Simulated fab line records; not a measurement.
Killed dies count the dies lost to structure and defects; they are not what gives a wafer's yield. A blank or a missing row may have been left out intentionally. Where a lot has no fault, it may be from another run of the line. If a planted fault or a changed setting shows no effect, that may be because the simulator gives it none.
Tool commonality check ; flow gf180mcu ; Lots sampled 13, wafers sampled 39

REASON IT WAS OPENED
At GF_MVSD_TW_MEAS_11 the reading MVSD_TW is flagged on 1 of 13 lots. Fault-free wafers read 1579, with a standard deviation of 29.
Rule: flag the lot when none of its wafers has a number, or when each of its wafers that has one lies beyond 4 standard deviations from that mean. As for the other lots, they are considered sound.

lot;measured;on;MVSD_TW, wafer by wafer;flag
L246;day 4 10:53;film metro-03;1574 1580 1567;
L247;day 4 16:30;film metro-01;1567 1561 1564;
L249;day 5 05:34;film metro-01;1564 1561 1560;
L250;day 5 08:38;film metro-04;1614 1614 1625;
L251;day 5 14:42;film metro-03;1587 1589 1580;
L252;day 5 20:45;film metro-01;1559 1553 1558;
L253;day 6 02:23;film metro-01;1557 1561 1558;
L254;day 6 08:29;film metro-04;1617 1612 1619;
L256;day 6 20:24;film metro-01;1553 1552 1548;
L257;day 7 02:08;film metro-01;1554 1556 1574;
L260;day 7 21:14;film metro-03;39 38 39;FLAGGED
L262;day 8 09:59;film metro-04;1630 1621 1622;
L269;day 10 01:28;film metro-01;1544 1561 1569;
The mean of the flagged lots' numbers is 39, -1540 from the usual (-53 standard deviations).

TOOL THAT RAN EACH LOT
4 process steps preceding the reading are held in the record, out of 602 steps in the route. Read each cell as the tool, then ch plus the chambers that the sampled wafers visited, then the start.
lot;flag;GF_STI_ETCH_14;GF_DNWELL_STRIP_08;GF_LVPWELL_STRIP_10;GF_MVSD_STRIP_10
L246;;rie si-01 ch 0,1,3, day 2 01:03;plasma asher-01 ch 0,1, day 2 18:12;plasma asher-03 ch 0,1, day 3 21:05;plasma asher-02 ch 1, day 4 10:47
L247;;rie si-02 ch 0,1,2, day 2 06:23;plasma asher-01 ch 0,1, day 2 23:05;plasma asher-02 ch 0,1, day 4 02:34;plasma asher-01 ch 0,1, day 4 16:25
L249;;rie si-02 ch 0,3, day 2 18:24;plasma asher-02 ch 0,1, day 3 11:55;plasma asher-02 ch 0,1, day 4 15:53;plasma asher-02 ch 0,1, day 5 05:28
L250;;rie si-01 ch 0,1, day 2 22:08;plasma asher-01 ch 0, day 3 15:15;plasma asher-02 ch 0,1, day 4 18:56;plasma asher-04 ch 0,1, day 5 08:32
L251;;rie si-01 ch 0,1,2, day 3 03:03;plasma asher-02 ch 0,1, day 3 20:30;plasma asher-03 ch 1, day 5 00:17;plasma asher-02 ch 0,1, day 5 14:35
L252;;rie si-02 ch 0,1,3, day 3 07:56;plasma asher-02 ch 0,1, day 4 01:56;plasma asher-04 ch 0,1, day 5 05:41;plasma asher-04 ch 0,1, day 5 20:40
L253;;rie si-01 ch 1,2,3, day 3 13:24;plasma asher-03 ch 0,1, day 4 07:24;plasma asher-04 ch 0,1, day 5 11:26;plasma asher-04 ch 0,1, day 6 02:16
L254;;rie si-02 ch 0,1,2, day 3 19:23;plasma asher-03 ch 0,1, day 4 13:07;plasma asher-04 ch 0,1, day 5 17:49;plasma asher-04 ch 0,1, day 6 08:23
L256;;rie si-01 ch 0,3, day 4 05:26;plasma asher-02 ch 0,1, day 5 00:08;plasma asher-04 ch 0,1, day 6 05:02;plasma asher-04 ch 0,1, day 6 20:19
L257;;rie si-02 ch 0,1,2, day 4 11:02;plasma asher-03 ch 0, day 5 05:07;plasma asher-02 ch 0,1, day 6 10:35;plasma asher-04 ch 0,1, day 7 02:02
L260;FLAGGED;rie si-02 ch 1,2,3, day 5 01:12;plasma asher-01 ch 0, day 5 23:14;plasma asher-03 ch 0,1, day 7 05:05;plasma asher-04 ch 0,1, day 7 21:08
L262;;rie si-02 ch 0,2, day 5 13:41;plasma asher-03 ch 0,1, day 6 10:03;plasma asher-04 ch 0,1, day 7 17:35;plasma asher-04 ch 0,1, day 8 09:53
L269;;rie si-02 ch 2,3, day 7 01:29;plasma asher-02 ch 0,1, day 7 22:05;plasma asher-02 ch 0,1, day 9 07:29;plasma asher-02 ch 0,1, day 10 01:22
What the steps here do:
- GF_STI_ETCH_14: etches Si in HBr/Cl2/O2, target depth 360 nm, time 102.9 s.
- GF_DNWELL_STRIP_08: strips in O2/N2.
- GF_LVPWELL_STRIP_10: strips in O2/N2.
- GF_MVSD_STRIP_10: strips in O2/N2.
- GF_MVSD_TW_MEAS_11

FLAGGED AGAINST TOTAL, ONE TOOL AT A TIME (gauges that did the reading follow at the end)
step;tool;lots run;flagged;share of the flagged lots;sound lots run after its first flagged lot
GF_STI_ETCH_14;rie si-01;5;0;none;-
GF_STI_ETCH_14;rie si-02;8;1;all;2 (L262,L269)
GF_DNWELL_STRIP_08;plasma asher-01;4;1;all;0
GF_DNWELL_STRIP_08;plasma asher-02;5;0;none;-
GF_DNWELL_STRIP_08;plasma asher-03;4;0;none;-
GF_LVPWELL_STRIP_10;plasma asher-02;5;0;none;-
GF_LVPWELL_STRIP_10;plasma asher-03;3;1;all;0
GF_LVPWELL_STRIP_10;plasma asher-04;5;0;none;-
GF_MVSD_STRIP_10;plasma asher-01;1;0;none;-
GF_MVSD_STRIP_10;plasma asher-02;4;0;none;-
GF_MVSD_STRIP_10;plasma asher-04;8;1;all;1 (L262)
GF_MVSD_TW_MEAS_11;film metro-01;7;0;none;-
GF_MVSD_TW_MEAS_11;film metro-03;3;1;all;0
GF_MVSD_TW_MEAS_11;film metro-04;3;0;none;-

WHAT IS ALLOWED BY THE TABLE
5 rows of the table ran every flagged lot: rie si-02 at GF_STI_ETCH_14, plasma asher-01 at GF_DNWELL_STRIP_08, plasma asher-03 at GF_LVPWELL_STRIP_10, plasma asher-04 at GF_MVSD_STRIP_10, film metro-03 at GF_MVSD_TW_MEAS_11.
- rie si-02 at GF_STI_ETCH_14 ran 8 lots, 1 of them flagged. Lots that were sound ran on it after the first flagged one (L262, L269); a persistent fault on the entire tool would not allow that.
- plasma asher-01 at GF_DNWELL_STRIP_08 ran 4 lots, 1 of them flagged. Its last sound lot is L250 (day 3 15:15), its first flagged lot L260 (day 5 23:14): a fault that began between those two fits.
- plasma asher-03 at GF_LVPWELL_STRIP_10 ran 3 lots, 1 of them flagged. Its last sound lot is L251 (day 5 00:17), its first flagged lot L260 (day 7 05:05): a fault that began between those two fits. Its own readings (oes product au) fall more than 4 standard deviations out on all wafers of the flagged lots.
- plasma asher-04 at GF_MVSD_STRIP_10 ran 8 lots, 1 of them flagged. Lots that were sound ran on it after the first flagged one (L262); a persistent fault on the entire tool would not allow that. Its own readings (strip time to endpoint s) fall more than 4 standard deviations out on all wafers of the flagged lots.
- film metro-03 at GF_MVSD_TW_MEAS_11 ran 3 lots, 1 of them flagged. Its last sound lot is L251 (day 5 14:42), its first flagged lot L260 (day 7 21:14): a fault that began between those two fits.
A lot count leaves these 3 tools indistinguishable: every one of them fits a fault beginning at some hour. More lots, or a look at what each step does to the wafer, might.

WHAT THE SIMULATOR HAD INSERTED
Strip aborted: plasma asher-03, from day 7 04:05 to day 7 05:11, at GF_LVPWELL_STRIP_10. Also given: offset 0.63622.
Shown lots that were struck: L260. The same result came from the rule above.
